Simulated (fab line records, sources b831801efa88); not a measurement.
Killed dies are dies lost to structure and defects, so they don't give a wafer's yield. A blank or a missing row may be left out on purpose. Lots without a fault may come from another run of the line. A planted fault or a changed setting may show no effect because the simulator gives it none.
Which tool did it? | flow gf180mcu | 7 lots, 21 wafers sampled, at 2 steps of a route of 602

WHAT THE GAUGES READ, wafer by wafer
GF_CONTACT_OVL_MEAS_15.
lot  | measured     | on         | CONTACT_OVL (nm)
L296 | day 16 11:58 | overlay-01 | -9 -16 -10
L298 | day 17 05:47 | overlay-01 | -4 -1 -3
L300 | day 18 02:11 | overlay-01 | 1 5 1
L302 | day 18 19:13 | overlay-01 | 5 7 3
L314 | day 23 00:51 | overlay-01 | 2 7 8
L316 | day 23 15:28 | overlay-01 | -6 -8 3
L318 | day 24 04:41 | overlay-02 | 7 4 2

WHICH TOOL RAN EACH LOT (tool, then ch and the chambers of the sampled wafers, then the start)
lot  | GF_STI_ETCH_14
L296 | rie_si-02 ch 0,2,3, day 2 08:04
L298 | rie_si-01 ch 0,1,2, day 2 17:46
L300 | rie_si-01 ch 0,1, day 3 04:22
L302 | rie_si-01 ch 0,1,3, day 3 14:10
L314 | rie_si-02 ch 2,3, day 6 03:34
L316 | rie_si-01 ch 0,1,3, day 6 13:34
L318 | rie_si-01 ch 2,3, day 7 00:01
- GF_STI_ETCH_14: etches Si in HBr/Cl2/O2, target depth 360 nm, time 102.9 s.

THE ANSWER, worked out from the rows above alone
Rule: what is usual is taken from the lots themselves. Put in order of their means at a reading, lots are off if they are a third of the lots or fewer, leave a main group of 4 or more, and stand apart from it by a gap of 3 or more times the standard deviation of the main group's means; of several such gaps the widest counts. A main group whose means are all the same, to the digits that the tables above print for the reading, isn't used. A lot without any number at a reading at which 4 lots or more have one is off too. The other lots that the step has rows for count as sound.
No lot is off at any reading shown: from this, nothing can be told.

WHAT THE SIMULATOR HAD PUT IN
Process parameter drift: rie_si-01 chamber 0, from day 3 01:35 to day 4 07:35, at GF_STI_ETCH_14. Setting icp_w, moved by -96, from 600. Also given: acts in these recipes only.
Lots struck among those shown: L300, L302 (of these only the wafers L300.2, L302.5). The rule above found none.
